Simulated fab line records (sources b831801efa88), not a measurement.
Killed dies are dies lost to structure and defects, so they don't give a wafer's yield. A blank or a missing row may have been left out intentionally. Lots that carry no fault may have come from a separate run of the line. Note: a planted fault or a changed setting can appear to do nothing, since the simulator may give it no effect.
The same fault as seen by 2 desks	flow sky130	what lay behind the numbers comes last; until then each desk has only its own

## DESK OF THE TOOL OWNER: cvd_w-02
The tool's own readings at SKY_VIA1_CVD_21 (deposits W, target thk 270 nm, time 80.902 s): means of the sampled wafers that have a number, for each lot that ran on this tool. If a lot's mean is further than 4 standard deviations from the usual mean, the lot is out of limits and carries the mark OUT (the distance appears in the brackets).
Columns: A = heater_power_w at SKY_VIA1_CVD_21, usual 954 W
lot	first seen here	A
L248	day 33 19:35	988
L250	day 34 15:44	921
L251	day 35 02:36	976
L254	day 35 20:48	848
L261	day 38 01:36	894
L262	day 38 14:02	967
L265	day 40 02:09	778
L269	day 40 15:16	941
This desk's verdict: no lot among the 8 shows anything out of limits.

## METROLOGY DESK
Lot by lot, what the gauges showed, no matter which tool ran the lot: averages of those sampled wafers that carry a number. If a lot's mean is further than 4 standard deviations from the usual mean, the lot is out of limits and carries the mark OUT (the distance appears in the brackets).
Columns: A = VIA1_W_RS at SKY_VIA1_RS_MEAS_22, usual 0.427 ohm/sq; B = VIA1_W_THK at SKY_VIA1_THK_MEAS_23, usual 257 nm
lot	first seen here	A	B
L246	day 33 12:58	0.424	257
L248	day 33 19:41	0.427	256
L250	day 34 15:49	0.437	254
L251	day 35 02:41	0.440	251
L254	day 35 20:55	0.436	250
L258	day 37 04:58	0.431	259
L261	day 38 01:41	0.426	259
L262	day 38 14:07	0.429	254
L264	day 39 01:26	0.427	255
L265	day 40 02:14	0.424	256
L269	day 40 15:23	0.426	261
This desk's verdict: no lot among the 11 shows anything out of limits.

## BROUGHT TOGETHER
Nothing out of limits was seen by the tool owner's desk.
At the metrology desk, nothing out of limits was observed.

## WHAT THE SIMULATOR HAD INSERTED
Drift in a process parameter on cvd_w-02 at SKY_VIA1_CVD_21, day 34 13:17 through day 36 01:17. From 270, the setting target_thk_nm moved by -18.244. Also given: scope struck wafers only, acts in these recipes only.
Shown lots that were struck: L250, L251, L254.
